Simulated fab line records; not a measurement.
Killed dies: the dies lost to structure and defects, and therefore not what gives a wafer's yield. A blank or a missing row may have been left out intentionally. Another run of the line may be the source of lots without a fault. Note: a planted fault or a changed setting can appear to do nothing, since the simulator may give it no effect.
One fault seen from 2 desks | flow sky130 | only its own numbers are on each desk; what lay behind them is given at the end

TOOL OWNER'S DESK, rie-si-02
The tool's own readings at SKY_POLY_GATE_ETCH_17 (etches poly-Si in HBr/Cl2, stops on SiO2, target depth 180 nm, time 70.5 s): means of the sampled wafers that have a number, for each lot that ran on this tool. Any lot whose mean is over 4 standard deviations away from the usual mean is out of limits and marked OUT; that distance is given in the brackets.
Columns: A = drypump-motor-current-A at SKY_POLY_GATE_ETCH_17, usual 6.1 A; B = oes-product-au at SKY_POLY_GATE_ETCH_17, usual 0.984 a.u.; C = throttle-valve-pct at SKY_POLY_GATE_ETCH_17, usual 33.683 %
lot  | first seen here | A   | B                | C
L950 | day 16 11:04    | 5.7 | 0.980            | 33.684
L954 | day 18 01:51    | 5.9 | 0.981            | 33.680
L958 | day 19 02:30    | 6.2 | 0.989            | 33.675
L959 | day 19 16:04    | 5.7 | 0.986            | 33.675
L960 | day 20 08:04    | 6.1 | 0.919 (-7.5) OUT | 33.684
L961 | day 21 00:37    | 6.1 | 0.853 (-15) OUT  | 33.680
L963 | day 21 14:13    | 6.2 | 0.883 (-12) OUT  | 33.685
L971 | day 24 22:16    | 6.1 | 0.987            | 33.682
L972 | day 24 23:18    | 6.2 | 0.983            | 33.679
Finding of this desk: L960, L961, L963 out of limits; the first was L960 at day 20 08:04, on oes-product-au at SKY_POLY_GATE_ETCH_17. L950, L954, L958, L959, L971, L972 stayed within limits.

FROM THE METROLOGY DESK
Means of the sampled wafers that have a number, per lot and without regard to the tool the lot ran on: this is what the gauges read. Any lot whose mean is over 4 standard deviations away from the usual mean is out of limits and marked OUT; that distance is given in the brackets.
Columns: A = POLY_GATE_OVL at SKY_POLY_GATE_OVL_MEAS_14, usual -4 nm; B = POLY_GATE_OXIDATION_THK at SKY_POLY_GATE_THK_MEAS_21, usual 3.96 nm; C = cd-nm at SKY_LDD_P_CD_MEAS_07, usual 379.9 nm
lot  | first seen here | A   | B    | C
L950 | day 16 10:50    | -9  | 3.95 | 377.5
L952 | day 17 00:12    | 1   | 4.01 | 377.9
L954 | day 18 01:38    | -3  | 4.08 | 380.2
L958 | day 19 02:17    | -5  | 3.98 | 378.6
L959 | day 19 15:50    | 2   | 3.94 | 379.6
L960 | day 20 07:52    | -9  | 4.04 | 379.2
L961 | day 21 00:24    | -10 | 3.90 | 383.0
L963 | day 21 13:59    | -6  | 3.85 | 379.0
L970 | day 23 21:05    | -2  | 4.03 | 380.0
L971 | day 24 22:02    | 7   | 3.99 | 377.0
L973 | day 24 22:08    | 5   | 3.88 | 381.1
L972 | day 24 23:05    | -5  | 3.92 | 381.6
This desk's verdict: no lot among the 12 shows anything out of limits.

BROUGHT TOGETHER
The tool owner's desk could have raised an alarm at day 20 08:04, on L960, L961, L963.
From the metrology desk's view, nothing was out of limits.
The metrology desk holds a record of L960, L961, L963, inside its limits.
SKY_POLY_GATE_ETCH_17 was run on rie-si-02 by each of the lots named.

WHAT THE SIMULATOR HAD PUT IN
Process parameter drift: rie-si-02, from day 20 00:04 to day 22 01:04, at SKY_POLY_GATE_ETCH_17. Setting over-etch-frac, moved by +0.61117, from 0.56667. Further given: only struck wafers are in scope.
Struck lots among those shown: L960, L961, L963.
Hours from the fault's start to each desk's first reading out of limits: the tool owner's desk, 8.
